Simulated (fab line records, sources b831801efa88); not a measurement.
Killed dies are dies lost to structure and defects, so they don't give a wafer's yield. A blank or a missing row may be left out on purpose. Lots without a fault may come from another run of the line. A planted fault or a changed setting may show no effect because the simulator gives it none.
A struck lot beside a sound one | flow sky130 | 14 steps out of a route of 708
Sound: wafers L221.2, L221.4, L221.5. Struck: wafers L224.2, L224.3, L224.6. The cause comes at the end.
At each step with rows: each side's tool, then ch and its chambers, then its first start. Under that, the readings that differ: sound wafers | struck wafers | difference of the means | sigmas: that difference in standard deviations of wafers without a fault.
alike: readings whose means differ by less than 2 such deviations, and words and numbers that are the same on both sides. not compared: withheld readings, readings that some wafer has no value for, bounds like >300 that may hide the same value, and numbers for which the record gives no deviation and whose values overlap.
The two part at a step that has a row with sigmas, a row that says differs or no value, or rows on one side only. Numbers that don't overlap but have no deviation are shown without sigmas and don't part them. A reading that every wafer of one side lacks parts them only if that side has two wafers or more.

first, 1 step without rows for these wafers: SKY_PWDE_IMPLANT_08.
SKY_PWDE_STRIP_09: strips in O2/N2.
  sound on plasma_asher-02 ch 0,1, day 5 13:52; struck on plasma_asher-04 ch 1, day 6 04:41
  alike: drypump_motor_current_A, n2_flow_sccm, o2_flow_sccm, oes_product_au, strip_time_to_endpoint_s
  not compared: rf_hours_counter_h
SKY_PWDE_TW_MEAS_10:
  sound on film_metro-02, day 5 13:58; struck on film_metro-02, day 6 04:47
  alike: PWDE_TW
then, 7 steps without rows for these wafers: SKY_NWELL_DEHYDRATE_03 (time 60 s); SKY_NWELL_HMDS_04 (prime time 60 s); SKY_NWELL_COAT_05 (resist thk 3000 nm); SKY_NWELL_SOFTBAKE_06; SKY_NWELL_EXPOSE_07 (exposes mask NWM, target cd 840 nm); SKY_NWELL_PEB_08; SKY_NWELL_DEVELOP_09 (develop time 62.97 s).
SKY_NWELL_OVL_MEAS_10:
  sound on overlay-02, day 6 08:37; struck on overlay-01, day 6 22:10
  alike: NWELL_00_OVL
then, 1 step without rows for these wafers: SKY_NWELL_IMPLANT_11.
SKY_NWELL_IMPLANT_12:
  sound on implanter-02 ch 0, day 6 08:49; struck on implanter-02 ch 0, day 6 22:22
  reading       | sound                            | struck                           | difference  | sigmas
  dose_ions_cm2 | 1.3011e+12 1.2985e+12 1.2985e+12 | 1.2502e+12 1.2528e+12 1.2496e+12 | -4.8500e+10 | -35
  alike: beam_energy_keV, end_station_pressure_torr, faraday_current_uA
then, 1 step without rows for these wafers: SKY_NWELL_IMPLANT_13.

WHERE THEY PART
Only at SKY_NWELL_IMPLANT_12, within this record.

WHY: what the simulator had put in
Process parameter drift: implanter-02, from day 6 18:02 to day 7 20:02, at SKY_NWELL_IMPLANT_12. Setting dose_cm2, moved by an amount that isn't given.
